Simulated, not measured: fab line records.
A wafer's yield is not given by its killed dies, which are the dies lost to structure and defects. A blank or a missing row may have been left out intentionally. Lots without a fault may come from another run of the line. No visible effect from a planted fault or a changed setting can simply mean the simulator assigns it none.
fab line records | flow sky130
record: lots: 15 | wafers: 45 | last-day: 51
route steps=708 shown VIA2@509 METAL3@569 VIA3@586 METAL4@598
lots untouched by any fault: they come from a run of this same line in which no faults occurred
start-h: hours from the record's first day to the start of the lot's first wafer shown | wait-h: how many hours have passed since the lot's step before this one | " the same as in the row above | L1.1+2: one row covering several wafers at once | - either no value or no given start | * or withheld: withheld | < > ~ a bound
route shown NAME@n: NAME is a module with steps in the file, n the number in the route of the first one | usual: average and standard deviation across the fault-free wafers | same: alike in all rows | chamber/n: place in a boat | sites: per-site readings | _std_site: their standard deviation | _edge_site: inner sites' mean taken away from outer sites' mean | radius-mm: how far each site lies from the wafer's centre | mask NAME#n: copy n | behind: tool/chamber where the wafer was last shaped | hold: the reason the lot was held/the length of the hold in hours/how it ended | device: which transistor (n, p or np) failed to switch | end of line: at the end of the route, the tests of the same wafers | a step without rows: its recipe alone | killed: dies that structure and defects cost at the first sort, which is not the same as the wafer's yield | map: shows each die of a wafer: x if killed, . if not, _ if none is there
set.NAME: the setting the step ran with; set.NAME@STEP: the setting that earlier step ran with | model.NAME: the simulator's own value behind a step, which no gauge read
one table for each step of the route and one row for each wafer, over a sample of lots
services: from which hour (start-h, from the record's first day; less than 0 if before it) a tool's chamber was out of use, for how many hours, and why
== steps ==
step: SKY_VIA2_CMP_02
recipe: material: SiO2 | down-force-psi: 4 | platen-rpm: 60 | pad-velocity-m-s: 0.94248
usual: head-pressure-psi: 3.999/0.008 | motor-current-A: 11.5/0.78 | retaining-ring-pressure-frac: 1.000/0.0048 | slurry-flow-ml-min: 150.0/0.49
lot.wafer | tool   | chamber | start-h | wait-h | head-pressure-psi | motor-current-A | retaining-ring-pressure-frac | slurry-flow-ml-min
L843.3    | cmp-02 | 3       | 855.85  | 0.1    | 4.005             | 11.0            | 1.001                        | 149.4
L843.2    | "      | 0       | "       | "      | 3.996             | 10.6            | 1.002                        | 149.5
L843.4    | "      | 1       | "       | "      | 4.010             | 12.0            | 0.994                        | 150.8
L844.4    | cmp-02 | 1       | 858.62  | 0.0    | 3.998             | 12.0            | 0.996                        | 149.8
L844.3    | "      | 3       | "       | "      | 3.996             | 11.0            | 0.997                        | 149.9
L844.6    | "      | 2       | "       | "      | 3.989             | 10.9            | 0.994                        | 150.0
L846.2    | cmp-02 | 2       | 870.24  | 0.0    | 3.998             | 10.6            | 1.000                        | 149.9
L846.1    | "      | 3       | "       | "      | 3.990             | 11.2            | 0.999                        | 150.4
L846.3    | "      | 1       | "       | "      | 3.997             | 11.6            | 1.000                        | 150.1
L847.4    | cmp-02 | 1       | 878.66  | 0.0    | 4.000             | 11.4            | 1.008                        | 149.2
L847.1    | "      | 2       | "       | "      | 4.000             | 10.4            | 0.996                        | 150.5
L847.5    | "      | 1       | "       | "      | 4.000             | 11.7            | 1.008                        | 149.7
L848.1    | cmp-01 | 0       | 888.52  | 0.1    | 3.994             | 12.3            | 1.003                        | 150.3
L848.6    | "      | 0       | "       | "      | 4.000             | 11.7            | 1.007                        | 150.5
L848.5    | "      | 1       | "       | "      | 4.015             | 12.1            | 1.003                        | 150.2
L849.3    | cmp-01 | 0       | 898.69  | 0.0    | 4.006             | 10.7            | 0.998                        | 150.8
L849.4    | "      | 1       | "       | "      | 3.993             | 11.8            | 1.005                        | 149.6
L849.6    | "      | 1       | "       | "      | 4.004             | 12.5            | 0.997                        | 149.8
L851.1    | cmp-02 | 1       | 908.70  | 0.1    | 3.995             | 11.2            | 1.006                        | 150.6
L851.2    | "      | 2       | "       | "      | 4.000             | 11.6            | 1.000                        | 150.3
L851.6    | "      | 0       | "       | "      | 4.005             | 10.5            | 0.999                        | 150.1
L852.2    | cmp-01 | 0       | 920.09  | 0.0    | 4.004             | 12.3            | 1.000                        | 150.5
L852.1    | "      | 1       | "       | "      | 3.997             | 12.5            | 1.003                        | 149.7
L852.6    | "      | 1       | "       | "      | 4.000             | 12.6            | 0.998                        | 150.0
L853.3    | cmp-02 | 1       | 925.62  | 0.2    | 3.993             | 11.3            | 0.997                        | 150.1
L853.2    | "      | 2       | "       | "      | 3.991             | 10.4            | 0.997                        | 149.8
L853.4    | "      | 3       | "       | "      | 4.013             | 11.7            | 0.998                        | 149.3
L858.1    | cmp-01 | 1       | 964.07  | 0.2    | 4.014             | 11.2            | 1.002                        | 150.7
L858.5    | "      | 1       | "       | "      | 4.003             | 12.6            | 1.002                        | 150.2
L858.6    | "      | 2       | "       | "      | 3.992             | 11.0            | 0.996                        | 149.5
L859.3    | cmp-01 | 3       | 964.80  | 0.0    | 3.994             | 13.2            | 1.007                        | 150.4
L859.4    | "      | 0       | "       | "      | 4.009             | 11.1            | 0.998                        | 150.2
L859.5    | "      | 0       | "       | "      | 4.005             | 11.5            | 0.999                        | 149.7
L860.2    | cmp-01 | 3       | 969.69  | 0.3    | 3.999             | 13.6            | 0.997                        | 149.6
L860.3    | "      | 2       | "       | "      | 3.999             | 10.8            | 1.004                        | 149.6
L860.5    | "      | 3       | "       | "      | 3.989             | 13.5            | 0.988                        | 149.2
L862.1    | cmp-02 | 0       | 985.02  | 0.3    | 3.993             | 10.3            | 0.997                        | 150.8
L862.6    | "      | 0       | "       | "      | 3.986             | 10.1            | 0.996                        | 150.5
L862.5    | "      | 1       | "       | "      | 3.984             | 11.8            | 0.997                        | 151.0
L863.2    | cmp-02 | 0       | 987.04  | 0.1    | 3.997             | 10.6            | 0.997                        | 150.1
L863.4    | "      | 1       | "       | "      | 4.000             | 11.3            | 0.999                        | 150.4
L863.5    | "      | 2       | "       | "      | 3.996             | 11.2            | 1.003                        | 150.0
L866.1    | cmp-02 | 0       | 1004.54 | 0.1    | 3.995             | 10.9            | 1.002                        | 149.8
L866.2    | "      | 2       | "       | "      | 4.005             | 11.6            | 0.997                        | 151.5
L866.4    | "      | 3       | "       | "      | 3.992             | 11.2            | 0.997                        | 150.2
step: SKY_METAL3_STRIP_19
recipe: chemistry: O2/N2 | power-w: 1400 | pressure-mtorr: 1500 | platen-temp-c: withheld | o2-flow-sccm: 3000 | n2-flow-sccm: 300 | overash-fraction: 0.5
usual: chamber-pressure-mTorr: 1500.1/1.5 | drypump-motor-current-A: 6.1/0.44 | o2-flow-sccm: 2999/9.4 | oes-product-au: 0.502/0.0051 | strip-time-to-endpoint-s: 6.53/0.061
lot.wafer | tool            | chamber | start-h | wait-h | chamber-pressure-mTorr | drypump-motor-current-A | o2-flow-sccm | oes-product-au | rf-hours-counter-h | strip-time-to-endpoint-s
L843.2    | plasma-asher-03 | 1       | 936.54  | 0.2    | 1499.5                 | 6.8                     | 2994         | 0.508          | 113                | 6.54
L843.3    | "               | 1       | "       | "      | 1499.8                 | 6.8                     | 2989         | 0.493          | -                  | 6.56
L843.4    | "               | 0       | "       | "      | 1499.7                 | 5.9                     | 3011         | 0.501          | -                  | 6.52
L844.3    | plasma-asher-02 | 1       | 939.17  | 0.1    | 1501.9                 | 5.9                     | 3007         | 0.503          | -                  | 6.55
L844.4    | "               | 0       | "       | "      | 1499.8                 | 5.5                     | 2986         | 0.493          | -                  | 6.47
L844.6    | "               | 0       | "       | "      | 1502.5                 | 5.5                     | 2987         | 0.506          | -                  | 6.51
L846.1    | plasma-asher-02 | 0       | 951.07  | 0.1    | 1498.6                 | 5.5                     | 2993         | 0.500          | 50                 | 6.43
L846.2    | "               | 1       | "       | "      | 1500.4                 | 5.9                     | 2994         | 0.506          | 50                 | 6.51
L846.3    | "               | 0       | "       | "      | 1500.8                 | 5.4                     | 2992         | 0.501          | -                  | 6.53
L847.1    | plasma-asher-04 | 0       | 958.91  | 0.1    | 1499.8                 | 6.5                     | 3009         | 0.503          | 19                 | 6.47
L847.4    | "               | 0       | "       | "      | 1501.2                 | 6.5                     | 3013         | 0.496          | -                  | 6.50
L847.5    | "               | 1       | "       | "      | 1500.6                 | 6.3                     | 3003         | 0.495          | -                  | 6.51
L848.1    | plasma-asher-04 | 1       | 968.11  | 0.1    | 1499.8                 | 6.3                     | 3004         | 0.497          | 19                 | 6.60
L848.5    | "               | 1       | "       | "      | 1500.7                 | 6.3                     | 2988         | 0.491          | -                  | 6.58
L848.6    | "               | 0       | "       | "      | 1499.2                 | 6.5                     | 3002         | 0.504          | -                  | 6.55
L849.3    | plasma-asher-02 | 0       | 978.05  | 0.1    | 1501.3                 | 5.5                     | 3005         | 0.507          | -                  | 6.52
L849.4    | "               | 1       | "       | "      | 1499.1                 | 5.9                     | 3022         | 0.506          | -                  | 6.53
L849.6    | "               | 0       | "       | "      | 1499.5                 | 5.5                     | 2984         | 0.500          | -                  | 6.51
L851.1    | plasma-asher-03 | 0       | 986.24  | 0.1    | 1500.4                 | 5.9                     | 3017         | 0.512          | 118                | 6.61
L851.2    | "               | 1       | "       | "      | 1497.2                 | 6.8                     | 2995         | 0.502          | 118                | 6.59
L851.6    | "               | 0       | "       | "      | 1499.6                 | 5.9                     | 2998         | 0.509          | -                  | 6.64
L852.1    | plasma-asher-02 | 0       | 995.99  | 0.1    | 1500.4                 | 5.5                     | 2998         | 0.496          | 55                 | 6.49
L852.2    | "               | 1       | "       | "      | 1500.1                 | 5.9                     | 2989         | 0.508          | 55                 | 6.62
L852.6    | "               | 0       | "       | "      | 1497.7                 | 5.5                     | 3007         | 0.505          | -                  | 6.47
L853.2    | plasma-asher-02 | 1       | 1001.21 | 0.1    | 1499.0                 | 5.9                     | 3005         | 0.502          | 55                 | 6.40
L853.3    | "               | 1       | "       | "      | 1502.0                 | 5.9                     | 3019         | 0.503          | -                  | 6.65
L853.4    | "               | 0       | "       | "      | 1500.7                 | 5.5                     | 3001         | 0.496          | -                  | 6.48
L858.1    | plasma-asher-03 | 1       | 1032.51 | 0.1    | 1498.0                 | 6.8                     | 2985         | 0.502          | 123                | 6.53
L858.5    | "               | 1       | "       | "      | 1500.1                 | 6.8                     | 2995         | 0.507          | -                  | 6.61
L858.6    | "               | 0       | "       | "      | 1499.5                 | 5.9                     | 3002         | 0.512          | -                  | 6.54
L859.3    | plasma-asher-04 | 1       | 1033.67 | 0.1    | 1500.3                 | 6.3                     | 3005         | 0.505          | -                  | 6.51
L859.4    | "               | 0       | "       | "      | 1500.8                 | 6.5                     | 3005         | 0.495          | -                  | 6.55
L859.5    | "               | 0       | "       | "      | 1498.4                 | 6.5                     | 3003         | 0.507          | -                  | 6.53
L860.2    | plasma-asher-03 | 1       | 1037.07 | 0.1    | 1502.2                 | 6.8                     | 2986         | 0.506          | 124                | 6.54
L860.3    | "               | 1       | "       | "      | 1496.6                 | 6.8                     | 3007         | 0.505          | -                  | 6.66
L860.5    | "               | 1       | "       | "      | 1502.1                 | 6.8                     | 3002         | 0.504          | -                  | 6.54
L862.1    | plasma-asher-02 | 1       | 1052.26 | 0.1    | 1501.1                 | 5.9                     | 3000         | 0.502          | 60                 | 6.51
L862.5    | "               | 1       | "       | "      | 1500.4                 | 5.9                     | 2997         | 0.501          | -                  | 6.59
L862.6    | "               | 0       | "       | "      | 1502.4                 | 5.5                     | 3010         | 0.506          | -                  | 6.59
L863.2    | plasma-asher-04 | 0       | 1053.97 | 0.1    | 1503.9                 | 6.5                     | 3003         | 0.502          | 27                 | 6.56
L863.4    | "               | 0       | "       | "      | 1499.9                 | 6.5                     | 2998         | 0.507          | -                  | 6.52
L863.5    | "               | 0       | "       | "      | 1498.9                 | 6.5                     | 2995         | 0.501          | -                  | 6.54
L866.1    | plasma-asher-04 | 0       | 1069.61 | 0.1    | 1498.1                 | 6.5                     | 3002         | 0.506          | 29                 | 6.64
L866.2    | "               | 1       | "       | "      | 1500.4                 | 6.3                     | 2999         | 0.498          | 29                 | 6.53
L866.4    | "               | 0       | "       | "      | 1500.3                 | 6.5                     | 3015         | 0.504          | -                  | 6.62
step: SKY_VIA3_OVL_MEAS_13
usual: VIA3_OVL: -4/5.8
lot.wafer | tool       | chamber | start-h | wait-h | VIA3_OVL[nm]
L843.2    | overlay-02 | -       | 963.26  | 0.1    | 8
L843.3    | "          | -       | "       | "      | 2
L843.4    | "          | -       | "       | "      | 6
L844.3    | overlay-01 | -       | 965.66  | 0.1    | -5
L844.4    | "          | -       | "       | "      | -1
L844.6    | "          | -       | "       | "      | -3
L846.1    | overlay-02 | -       | 976.54  | 0.1    | -18
L846.2    | "          | -       | "       | "      | -9
L846.3    | "          | -       | "       | "      | -3
L847.1    | overlay-01 | -       | 984.28  | 0.1    | -3
L847.4    | "          | -       | "       | "      | -5
L847.5    | "          | -       | "       | "      | -6
L848.1    | overlay-02 | -       | 992.51  | 0.1    | 5
L848.5    | "          | -       | "       | "      | 0
L848.6    | "          | -       | "       | "      | -1
L849.3    | overlay-01 | -       | 1001.87 | 0.1    | -4
L849.4    | "          | -       | "       | "      | -5
L849.6    | "          | -       | "       | "      | 1
L851.1    | overlay-02 | -       | 1008.78 | 0.1    | -5
L851.2    | "          | -       | "       | "      | -5
L851.6    | "          | -       | "       | "      | -5
L852.1    | overlay-01 | -       | 1018.19 | 0.1    | -4
L852.2    | "          | -       | "       | "      | -7
L852.6    | "          | -       | "       | "      | -4
L853.2    | overlay-02 | -       | 1023.46 | 0.1    | -5
L853.3    | "          | -       | "       | "      | -14
L853.4    | "          | -       | "       | "      | -4
L858.1    | overlay-01 | -       | 1056.34 | 0.1    | -6
L858.5    | "          | -       | "       | "      | -4
L858.6    | "          | -       | "       | "      | -5
L859.3    | overlay-02 | -       | 1057.47 | 0.1    | 4
L859.4    | "          | -       | "       | "      | 3
L859.5    | "          | -       | "       | "      | -5
L860.2    | overlay-02 | -       | 1060.55 | 0.1    | 2
L860.3    | "          | -       | "       | "      | -8
L860.5    | "          | -       | "       | "      | 2
L862.1    | overlay-01 | -       | 1076.54 | 0.1    | 6
L862.5    | "          | -       | "       | "      | 4
L862.6    | "          | -       | "       | "      | -2
L863.2    | overlay-02 | -       | 1078.20 | 0.1    | -1
L863.4    | "          | -       | "       | "      | -5
L863.5    | "          | -       | "       | "      | -10
L866.1    | overlay-01 | -       | 1092.51 | 0.1    | -10
L866.2    | "          | -       | "       | "      | -11
L866.4    | "          | -       | "       | "      | -8
step: SKY_METAL4_SPUTTER_00
recipe: material: Ti | target-thk-nm: 15 | power-w: 3000 | time-s: 10 | chamber-pressure-pa: 0.4
usual: cathode-dc-power-W: 3000.0/0.59 | chamber-pressure-pa: 0.4000/0.00075 | throttle-valve-pct: 29.9/0.76
lot.wafer | tool           | chamber | start-h | wait-h | cathode-dc-power-W | chamber-pressure-pa | throttle-valve-pct
L843.2    | pvd-sputter-03 | -       | 964.67  | 0.2    | 2999.6             | 0.3990              | 30.3
L843.3    | "              | -       | "       | "      | 3000.3             | 0.4004              | 29.4
L843.4    | "              | -       | "       | "      | 2999.6             | 0.3994              | 29.6
L844.3    | pvd-sputter-02 | -       | 967.05  | 0.1    | 3000.1             | 0.3988              | 30.2
L844.4    | "              | -       | "       | "      | 2999.7             | 0.4002              | 30.9
L844.6    | "              | -       | "       | "      | 2999.1             | 0.3989              | 30.1
L846.1    | pvd-sputter-01 | -       | 978.03  | 0.1    | 2999.8             | 0.4002              | 30.9
L846.2    | "              | -       | "       | "      | 2999.6             | 0.3990              | 30.1
L846.3    | "              | -       | "       | "      | 2999.8             | 0.4014              | 28.3
L847.1    | pvd-sputter-02 | -       | 985.77  | 0.2    | 3000.1             | 0.4007              | 30.8
L847.4    | "              | -       | "       | "      | 3000.5             | 0.4009              | 30.2
L847.5    | "              | -       | "       | "      | 2999.5             | 0.4009              | 29.8
L848.1    | pvd-sputter-03 | -       | 993.96  | 0.1    | 3001.0             | 0.4005              | 29.3
L848.5    | "              | -       | "       | "      | 2999.7             | 0.3997              | 29.4
L848.6    | "              | -       | "       | "      | 3000.7             | 0.3997              | 30.8
L849.3    | pvd-sputter-01 | -       | 1003.25 | 0.1    | 2999.9             | 0.3993              | 31.1
L849.4    | "              | -       | "       | "      | 3000.7             | 0.3994              | 28.5
L849.6    | "              | -       | "       | "      | 2999.1             | 0.3990              | 30.8
L851.1    | pvd-sputter-03 | -       | 1010.24 | 0.1    | -                  | -                   | -
L851.2    | "              | -       | "       | "      | -                  | -                   | -
L851.6    | "              | -       | "       | "      | -                  | -                   | -
L852.1    | pvd-sputter-01 | -       | 1019.60 | 0.1    | -                  | -                   | -
L852.2    | "              | -       | "       | "      | -                  | -                   | -
L852.6    | "              | -       | "       | "      | -                  | -                   | -
L853.2    | pvd-sputter-01 | -       | 1024.85 | 0.2    | -                  | -                   | -
L853.3    | "              | -       | "       | "      | -                  | -                   | -
L853.4    | "              | -       | "       | "      | -                  | -                   | -
L858.1    | pvd-sputter-01 | -       | 1057.90 | 0.1    | 3000.4             | 0.4002              | 30.6
L858.5    | "              | -       | "       | "      | 3000.9             | 0.3999              | 30.8
L858.6    | "              | -       | "       | "      | 3000.1             | 0.4004              | 30.0
L859.3    | pvd-sputter-01 | -       | 1058.85 | 0.2    | 3000.1             | 0.3993              | 30.7
L859.4    | "              | -       | "       | "      | 3000.3             | 0.4017              | 28.1
L859.5    | "              | -       | "       | "      | 2999.2             | 0.3990              | 30.9
L860.2    | pvd-sputter-03 | -       | 1062.07 | 0.2    | 3001.7             | 0.3986              | 30.4
L860.3    | "              | -       | "       | "      | 3000.2             | 0.3994              | 29.8
L860.5    | "              | -       | "       | "      | 3000.4             | 0.3996              | 30.6
L862.1    | pvd-sputter-01 | -       | 1077.94 | 0.2    | 2998.7             | 0.4008              | 28.5
L862.5    | "              | -       | "       | "      | 2999.9             | 0.3998              | 30.7
L862.6    | "              | -       | "       | "      | 2999.3             | 0.4013              | 28.3
L863.2    | pvd-sputter-03 | -       | 1079.59 | 0.1    | 3000.1             | 0.4000              | 30.3
L863.4    | "              | -       | "       | "      | 2999.5             | 0.3999              | 29.6
L863.5    | "              | -       | "       | "      | 3000.2             | 0.4002              | 30.4
L866.1    | pvd-sputter-03 | -       | 1093.90 | 0.2    | 2999.5             | 0.4003              | 29.7
L866.2    | "              | -       | "       | "      | 3000.8             | 0.3994              | 29.5
L866.4    | "              | -       | "       | "      | 2999.6             | 0.4002              | 30.0
== services ==
tool            | chamber | start-h | hours | kind
cmp-01          | -       | 831.87  | 7.3   | repair
cmp-02          | -       | 839.22  | 6.5   | pm
cmp-01          | -       | 845.76  | 2.5   | pm
pvd-sputter-03  | -       | 858.97  | 9.0   | repair
cmp-01          | -       | 874.61  | 2.9   | repair
cmp-01          | -       | 892.83  | 0.6   | repair
cmp-01          | -       | 912.00  | 4.0   | pm
pvd-sputter-03  | -       | 922.83  | 1.7   | repair
cmp-02          | -       | 931.49  | 0.5   | repair
cmp-02          | -       | 932.29  | 4.0   | repair
cmp-02          | -       | 961.50  | 7.6   | pm
cmp-01          | -       | 967.97  | 1.1   | repair
pvd-sputter-03  | -       | 972.80  | 3.2   | repair
cmp-01          | -       | 982.20  | 3.0   | repair
plasma-asher-02 | -       | 986.59  | 2.8   | pm
cmp-01          | -       | 992.88  | 0.6   | repair
pvd-sputter-03  | -       | 996.23  | 3.2   | repair
pvd-sputter-03  | -       | 1031.74 | 4.6   | repair
plasma-asher-02 | -       | 1049.89 | 0.4   | repair
cmp-01          | -       | 1056.13 | 1.8   | repair
pvd-sputter-01  | -       | 1062.45 | 3.2   | repair
plasma-asher-02 | -       | 1065.85 | 1.3   | repair
pvd-sputter-03  | -       | 1066.05 | 5.7   | repair
cmp-02          | -       | 1084.61 | 4.0   | pm
== key ==
first-sign: step: SKY_METAL4_SPUTTER_00 | reading: tool-record | direction: missing
effect none on later readings
met-at SKY_METAL4_SPUTTER_00
struck-lots L851,L852,L853
later-rows-left-out L851.1,L851.2,L851.6,L852.1,L852.2,L852.6,L853.2,L853.3,L853.4
sort-left-out L851.1,L851.2,L851.6,L852.1,L852.2,L852.6,L853.2,L853.3,L853.4
not-acting-at SKY_VIA2_CMP_02,SKY_METAL3_STRIP_19,SKY_VIA3_OVL_MEAS_13
onset-between 1003.25 1010.24
fault: kind: skipped-step-whole | tool: pvd-sputter-01,pvd-sputter-03 | chamber: - | onset-h: 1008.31 | steps: SKY_METAL4_SPUTTER_00 | scope: struck-lots-only
sort-left-out: the simulated sort isn't trusted on such a fault, so these wafers' sort isn't shown, and their yield isn't known
later-rows-left-out: the simulator's readings of these wafers behind a module that went badly wrong aren't trusted and aren't shown, but for the sort
